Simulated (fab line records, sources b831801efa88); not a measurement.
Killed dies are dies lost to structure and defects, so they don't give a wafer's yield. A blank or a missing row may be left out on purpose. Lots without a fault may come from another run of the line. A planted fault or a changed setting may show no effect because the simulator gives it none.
Which tool did it? | flow sky130 | 24 lots, 72 wafers sampled, at 6 steps of a route of 708

WHAT THE GAUGES READ, wafer by wafer
SKY_RES_XHIGH_TW_MEAS_09. Usual: RES_XHIGH_TW 1635, standard deviation 11.
lot  | measured     | on            | RES_XHIGH_TW   | flag
L074 | day 26 20:07 | film_metro-03 | 1643 1648 1655 |
L075 | day 27 05:19 | film_metro-02 | 1639 1629 1630 |
L076 | day 27 12:56 | film_metro-03 | 1636 1642 1637 |
L077 | day 28 02:17 | film_metro-02 | 1619 1619 1613 |
L078 | day 28 13:37 | film_metro-02 | 1608 1623 1621 |
L079 | day 28 16:36 | film_metro-03 | 1645 1656 1638 |
L080 | day 28 18:01 | film_metro-02 | 1617 1622 1622 |
L081 | day 29 03:15 | film_metro-03 | 1643 1654 1639 |
L082 | day 29 14:28 | film_metro-02 | 1634 1626 1630 |
L083 | day 29 22:36 | film_metro-03 | 1637 1647 1638 |
L084 | day 30 00:34 | film_metro-02 | 1635 1635 1625 |
L085 | day 30 11:16 | film_metro-01 | 1644 1641 1643 |
L086 | day 30 15:55 | film_metro-01 | 1641 1637 1639 |
L089 | day 32 13:04 | film_metro-02 | 1637 1631 1627 |
L087 | day 32 13:34 | film_metro-01 | 1638 1641 1638 |
L088 | day 32 14:23 | film_metro-02 | 1629 1632 1628 |
L090 | day 32 14:28 | film_metro-01 | 1646 1636 1636 |
L091 | day 32 15:02 | film_metro-03 | 1656 1636 1650 |
L092 | day 32 18:43 | film_metro-03 | 1649 1657 1651 |
L093 | day 32 23:02 | film_metro-03 | 1644 1644 1649 |
L094 | day 33 05:22 | film_metro-02 | 1630 1629 1632 |
L095 | day 33 16:13 | film_metro-01 | 1618 1625 1629 |
L096 | day 34 01:41 | film_metro-01 | 1627 1619 1621 |
L097 | day 34 11:23 | film_metro-02 | 1627 1626 1626 |

SKY_VIA2_THK_MEAS_01. Usual: VIA2_HDPCVD_THK 1175 nm, standard deviation 21.
lot  | measured     | on            | VIA2_HDPCVD_THK (nm) | flag
L074 | day 35 14:46 | film_metro-04 | 1143 1149 1135       |
L075 | day 35 16:01 | film_metro-04 | 1142 1130 1142       |
L076 | day 35 22:04 | film_metro-04 | 1201 1188 1212       |
L077 | day 36 08:42 | film_metro-01 | 1172 1202 1175       |
L078 | day 36 19:53 | film_metro-02 | 1177 1188 1178       |
L079 | day 37 00:52 | film_metro-01 | 1167 1142 1133       |
L080 | day 37 01:13 | film_metro-02 | 1164 1186 1190       |
L081 | day 37 11:02 | film_metro-04 | 1173 1179 1203       |
L082 | day 37 20:56 | film_metro-01 | 1184 1201 1194       |
L083 | day 38 03:40 | film_metro-02 | 1147 1155 1170       |
L084 | day 38 09:36 | film_metro-02 | 1156 1155 1164       |
L085 | day 38 14:26 | film_metro-02 | 1170 1211 1200       |
L086 | day 38 20:31 | film_metro-02 | 1177 1164 1176       |
L089 | day 40 12:05 | film_metro-02 | 1163 1204 1199       |
L087 | day 40 13:51 | film_metro-02 | 1197 1158 1197       |
L088 | day 40 14:14 | film_metro-02 | 1223 1189 1193       |
L090 | day 40 14:35 | film_metro-02 | 1176 1192 1202       |
L091 | day 40 15:34 | film_metro-02 | 1203 1191 1203       |
L092 | day 40 17:32 | film_metro-04 | 1213 1197 1166       |
L093 | day 40 21:40 | film_metro-04 | 1192 1212 1184       |
L094 | day 41 01:44 | film_metro-02 | 1170 1176 1214       |
L095 | day 41 17:59 | film_metro-01 | 1184 1176 1185       |
L096 | day 42 00:22 | film_metro-04 | 1155 1164 1174       |
L097 | day 42 07:55 | film_metro-02 | 1151 1159 1149       |

SKY_VIA2_THK_MEAS_23: measures by xrf. Usual: VIA2_W_THK 436 nm, standard deviation 8.7.
lot  | measured     | on            | VIA2_W_THK (nm) | flag
L074 | day 36 18:03 | film_metro-01 | 441 433 440     |
L075 | day 36 19:40 | film_metro-01 | 429 438 425     |
L076 | day 37 01:08 | film_metro-04 | 428 427 429     |
L077 | day 37 12:01 | film_metro-04 | 429 432 438     |
L078 | day 37 22:59 | film_metro-01 | 434 435 431     |
L079 | day 38 04:20 | film_metro-01 | 436 431 437     |
L080 | day 38 04:38 | film_metro-02 | 432 433 432     |
L081 | day 38 14:09 | film_metro-04 | 437 436 430     |
L082 | day 38 22:44 | film_metro-04 | 433 434 441     |
L083 | day 39 06:40 | film_metro-01 | 423 431 422     |
L084 | day 39 12:24 | film_metro-04 | 437 437 431     |
L085 | day 39 17:44 | film_metro-01 | 428 429 429     |
L086 | day 39 23:22 | film_metro-01 | 442 428 447     |
L089 | day 41 14:10 | film_metro-01 | 437 425 426     |
L087 | day 41 16:26 | film_metro-04 | 452 453 438     |
L088 | day 41 16:43 | film_metro-01 | 441 435 433     |
L090 | day 41 17:02 | film_metro-01 | 430 448 430     |
L091 | day 41 18:34 | film_metro-01 | 443 462 438     |
L092 | day 41 20:30 | film_metro-02 | 427 444 444     |
L093 | day 41 23:22 | film_metro-01 | 454 452 429     |
L094 | day 42 03:41 | film_metro-04 | 429 432 429     |
L095 | day 42 20:00 | film_metro-04 | 435 440 436     |
L096 | day 43 01:20 | film_metro-04 | 464 436 452     |
L097 | day 43 09:01 | film_metro-02 | 442 438 438     |

SKY_CAPM_THK_MEAS_01. Usual: CAPM_CVD_00_THK 15.59 nm, standard deviation 0.23.
lot  | measured     | on            | CAPM_CVD_00_THK (nm) | flag
L074 | day 36 18:36 | film_metro-04 | 15.61 15.43 15.76    |
L075 | day 36 20:13 | film_metro-01 | 15.16 15.64 15.83    |
L076 | day 37 01:40 | film_metro-01 | 15.34 15.43 15.93    |
L077 | day 37 12:34 | film_metro-03 | 15.78 15.67 15.52    |
L078 | day 37 23:32 | film_metro-04 | 15.57 15.82 15.60    |
L079 | day 38 04:53 | film_metro-03 | 15.63 15.64 15.46    |
L080 | day 38 05:10 | film_metro-03 | 15.28 15.22 15.54    |
L081 | day 38 14:41 | film_metro-03 | 15.05 15.31 15.56    |
L082 | day 38 23:16 | film_metro-01 | 15.61 15.66 15.65    |
L083 | day 39 07:13 | film_metro-04 | 15.49 15.47 15.85    |
L084 | day 39 12:56 | film_metro-03 | 15.93 16.11 15.64    |
L085 | day 39 18:16 | film_metro-03 | 15.23 15.32 15.49    |
L086 | day 39 23:55 | film_metro-04 | 15.71 15.63 15.90    |
L089 | day 41 14:47 | film_metro-01 | 15.40 15.39 15.67    |
L087 | day 41 17:52 | film_metro-04 | 15.71 15.57 16.01    |
L088 | day 41 18:10 | film_metro-04 | 15.43 15.81 15.66    |
L090 | day 41 18:28 | film_metro-03 | 15.51 15.46 15.74    |
L091 | day 41 19:40 | film_metro-03 | 15.59 15.57 15.50    |
L092 | day 41 21:02 | film_metro-04 | 15.92 15.77 15.80    |
L093 | day 41 23:54 | film_metro-04 | 15.56 15.89 15.49    |
L094 | day 42 04:14 | film_metro-01 | 15.58 16.05 16.01    |
L095 | day 42 20:32 | film_metro-01 | 15.27 15.58 15.70    |
L096 | day 43 01:53 | film_metro-04 | 15.65 15.44 15.79    |
L097 | day 43 09:34 | film_metro-03 | 15.61 15.95 15.36    |

WHICH TOOL RAN EACH LOT (tool, then ch and the chambers of the sampled wafers, then the start)
lot  | SKY_VIA1_ETCH_15                   | SKY_VIA2_CMP_02
L074 | rie_diel-01 ch 1,2,3, day 34 08:58 | cmp-02 ch 0,2,3, day 35 14:50
L075 | rie_diel-03 ch 0,1,2, day 34 10:31 | cmp-02 ch 0,1, day 35 16:08
L076 | rie_diel-01 ch 2,3, day 34 16:43   | cmp-02 ch 1,2,3, day 35 22:11
L077 | rie_diel-03 ch 1,2,3, day 35 03:38 | cmp-01 ch 0,1,3, day 36 08:46
L078 | rie_diel-04 ch 0,3, day 35 15:53   | cmp-02 ch 1,2, day 36 19:56
L079 | rie_diel-04 ch 1,3, day 35 19:35   | cmp-02 ch 0,1,3, day 37 00:58
L080 | rie_diel-01 ch 0,1, day 35 19:56   | cmp-02 ch 1,2,3, day 37 01:22
L081 | rie_diel-04 ch 1,2,3, day 36 05:56 | cmp-01 ch 0,1, day 37 11:12
L082 | rie_diel-03 ch 1,2,3, day 36 16:26 | cmp-01 ch 0,1, day 37 20:59
L083 | rie_diel-03 ch 0,1,3, day 36 22:37 | cmp-02 ch 0,1,3, day 38 03:49
L084 | rie_diel-01 ch 0,3, day 37 05:13   | cmp-01 ch 0,3, day 38 09:38
L085 | rie_diel-01 ch 0,2, day 37 09:49   | cmp-01 ch 1,2,3, day 38 14:36
L086 | rie_diel-01 ch 0,1,2, day 37 16:26 | cmp-02 ch 0,1,3, day 38 20:35
L089 | rie_diel-01 ch 1,2,3, day 39 08:49 | cmp-02 ch 1,3, day 40 12:08
L087 | rie_diel-01 ch 2,3, day 39 10:44   | cmp-02 ch 0,1,2, day 40 14:01
L088 | rie_diel-03 ch 0,1,3, day 39 11:05 | cmp-02 ch 0,1,2, day 40 14:18
L090 | rie_diel-04 ch 0,1, day 39 11:13   | cmp-01 ch 0,3, day 40 14:41
L091 | rie_diel-03 ch 0,1,2, day 39 11:47 | cmp-02 ch 0,1,2, day 40 15:46
L092 | rie_diel-01 ch 0,3, day 39 14:28   | cmp-02 ch 1,3, day 40 17:34
L093 | rie_diel-03 ch 1,2, day 39 18:50   | cmp-01 ch 1,2, day 40 21:44
L094 | rie_diel-04 ch 0,1,3, day 39 23:02 | cmp-02 ch 2,3, day 41 01:47
L095 | rie_diel-04 ch 0,1, day 40 14:26   | cmp-01 ch 1,3, day 41 18:39
L096 | rie_diel-01 ch 0,1,3, day 40 20:29 | cmp-02 ch 0,1, day 42 00:23
L097 | rie_diel-03 ch 0,3, day 41 05:31   | cmp-01 ch 0,1,2, day 42 08:08
- SKY_VIA1_ETCH_15: etches SiO2 in C4F8/O2/Ar, stops on TiN, target depth 351 nm, time 54 s.
- SKY_VIA2_CMP_02: polishes SiO2.

WHAT THE TOOLS THEMSELVES READ (means of the sampled wafers that have a number; where no wafer has one, the mark that the record gives instead)
SKY_VIA1_ETCH_15. Usual: oes_product_au 0.982 a.u., standard deviation 0.0078.
lot  | tool        | oes_product_au (a.u.) | flag
L074 | rie_diel-01 | 0.983                 |
L075 | rie_diel-03 | 0.984                 |
L076 | rie_diel-01 | 0.982                 |
L077 | rie_diel-03 | 0.981                 |
L078 | rie_diel-04 | 0.972                 |
L079 | rie_diel-04 | 0.982                 |
L080 | rie_diel-01 | 0.982                 |
L081 | rie_diel-04 | 0.974                 |
L082 | rie_diel-03 | 0.993                 |
L083 | rie_diel-03 | 0.980                 |
L084 | rie_diel-01 | 0.979                 |
L085 | rie_diel-01 | 0.978                 |
L086 | rie_diel-01 | 0.976                 |
L089 | rie_diel-01 | 0.989                 |
L087 | rie_diel-01 | 0.988                 |
L088 | rie_diel-03 | 0.984                 |
L090 | rie_diel-04 | 0.986                 |
L091 | rie_diel-03 | 0.976                 |
L092 | rie_diel-01 | 0.976                 |
L093 | rie_diel-03 | 0.993                 |
L094 | rie_diel-04 | 0.980                 |
L095 | rie_diel-04 | 0.987                 |
L096 | rie_diel-01 | 0.983                 |
L097 | rie_diel-03 | 0.983                 |

SKY_VIA2_CMP_02. Usual: motor_current_A 12.7 A, standard deviation 0.94.
lot  | tool   | motor_current_A (A) | flag
L074 | cmp-02 | 11.9                |
L075 | cmp-02 | 13.0                |
L076 | cmp-02 | 12.3                |
L077 | cmp-01 | 13.7                |
L078 | cmp-02 | 12.6                |
L079 | cmp-02 | 12.6                |
L080 | cmp-02 | 12.2                |
L081 | cmp-01 | 14.0                |
L082 | cmp-01 | 13.3                |
L083 | cmp-02 | 12.6                |
L084 | cmp-01 | 13.6                |
L085 | cmp-01 | 12.9                |
L086 | cmp-02 | 12.8                |
L089 | cmp-02 | 12.3                |
L087 | cmp-02 | 12.1                |
L088 | cmp-02 | 12.6                |
L090 | cmp-01 | 13.9                |
L091 | cmp-02 | 12.1                |
L092 | cmp-02 | 12.5                |
L093 | cmp-01 | 12.7                |
L094 | cmp-02 | 11.5                |
L095 | cmp-01 | 14.0                |
L096 | cmp-02 | 12.6                |
L097 | cmp-01 | 12.9                |

THE ANSWER, worked out from the rows above alone
Rule: a lot is off if the mean of its wafers that have a number lies more than 3 standard deviations from the usual mean. A lot without any number at a reading at which 4 lots or more have one is off too. The other lots that the step has rows for count as sound. The gauges are gone through in route order, then the tools' own readings, and for those a lot's mean is taken as printed above. The first step at which some lot is off is used, and at that step the reading that is off furthest; a lot without a number counts as furthest.
No lot is off at any reading shown: from this, nothing can be told.

WHAT THE SIMULATOR HAD PUT IN
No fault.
